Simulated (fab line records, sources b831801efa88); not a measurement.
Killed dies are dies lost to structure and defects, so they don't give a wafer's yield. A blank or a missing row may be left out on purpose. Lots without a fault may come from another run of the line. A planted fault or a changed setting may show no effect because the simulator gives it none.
A struck lot beside a sound one | flow sky130 | 16 steps out of a route of 708
Sound: wafers L237.2, L237.3, L237.4. Struck: wafer L258.3. (L258.2, L258.5 of the same lot were not struck and are left out.) The cause comes at the end.
At each step with rows: each side's tool, then ch and its chambers, then its first start. Under that, the readings that differ: sound wafers | struck wafers | difference of the means | sigmas: that difference in standard deviations of wafers without a fault.
alike: readings whose means differ by less than 2 such deviations, and words and numbers that are the same on both sides. not compared: withheld readings, readings that some wafer has no value for, bounds like >300 that may hide the same value, and numbers for which the record gives no deviation and whose values overlap.
The two part at a step that has a row with sigmas, a row that says differs or no value, or rows on one side only. Numbers that don't overlap but have no deviation are shown without sigmas and don't part them. A reading that every wafer of one side lacks parts them only if that side has two wafers or more.

SKY_VIA3_CMP_02: polishes SiO2.
  sound on cmp-01 ch 0,1,3, day 39 01:29; struck on cmp-02 ch 1, day 45 01:47
  alike: head_pressure_psi, motor_current_A, slurry_filter_dp_kPa
SKY_VIA3_BOW_MEAS_03:
  sound on film_metro-04, day 39 01:49; struck on film_metro-04, day 45 02:03
  alike: VIA3_BOW
then, 8 steps without rows for these wafers: SKY_VIA3_DEHYDRATE_04 (time 60 s); SKY_VIA3_HMDS_05 (prime time 60 s); SKY_VIA3_COAT_06 (resist thk 60 nm); SKY_VIA3_COAT_07 (resist thk 450 nm); SKY_VIA3_SOFTBAKE_08 (time 90 s); SKY_VIA3_EXPOSE_09 (exposes mask VIM3, target cd 200 nm); SKY_VIA3_PEB_10; SKY_VIA3_DEVELOP_11 (develop time 60 s).
SKY_VIA3_CD_MEAS_12: target cd 200 nm.
  sound on cd_sem-01, day 40 02:08; struck on cd_sem-01, day 45 22:51
  alike: cd_nm
SKY_VIA3_OVL_MEAS_13:
  sound on overlay-01, day 40 02:15; struck on overlay-01, day 45 22:58
  alike: VIA3_OVL
SKY_VIA3_ETCH_14: etches BARC in N2/H2, stops on SiO2, time 45.9 s, target depth 60 nm.
  sound on rie_diel-04 ch 0,2,3, day 40 02:17; struck on rie_diel-04 ch 0, day 45 22:59
  reading                                     | sound                | struck | difference | sigmas
  chamber_pressure_mTorr (mTorr)              | 29.926 30.000 29.992 | 30.033 | +0.060     | +2
  rf_fwd_power_W (W)                          | 493.0 494.3 492.4    | 576.4  | +83.2      | +44
  rf_hours_counter_h (h)                      | 3 8 9                | 13     | +6         |
  model.KrF-thick_of_VIA3_COAT_07.thk_nm (nm) | 394.3 394.8 394.2    | 385    | -9         |
  alike: drypump_motor_current_A, oes_product_au, throttle_valve_pct
SKY_VIA3_ETCH_15: etches SiO2 in C4F8/O2/Ar, stops on TiN, target depth 507 nm, time 78 s.
  sound on rie_diel-04 ch 0,2,3, day 40 02:19; struck on rie_diel-04 ch 0, day 45 23:02
  reading                                     | sound           | struck | difference | sigmas
  rf_hours_counter_h (h)                      | 3 8 9           | 13     | +6         |
  model.KrF-thick_of_VIA3_COAT_07.thk_nm (nm) | 293 294.6 293.1 | 284    | -10        |
  alike: chamber_pressure_mTorr, oes_product_au, rf_fwd_power_W
SKY_VIA3_STRIP_16: strips in O2/N2.
  sound on plasma_asher-01 ch 0,1, day 40 02:23; struck on plasma_asher-01 ch 0, day 45 23:05
  reading                      | sound             | struck | difference | sigmas
  strip_time_to_endpoint_s (s) | 4.155 4.164 4.141 | 4.042  | -0.111     | -5
  alike: chamber_pressure_mTorr, drypump_motor_current_A, oes_product_au
  not compared: rf_hours_counter_h
then, 1 step without rows for these wafers: SKY_VIA3_STRIP_17 (strips in post etch residue remover, time 1200 s).

WHERE THEY PART
First at SKY_VIA3_ETCH_14; last, within this record, at SKY_VIA3_STRIP_16.

WHY: what the simulator had put in
Process parameter drift: rie_diel-04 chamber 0, from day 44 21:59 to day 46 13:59, at SKY_VIA3_ETCH_14. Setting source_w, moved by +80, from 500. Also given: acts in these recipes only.
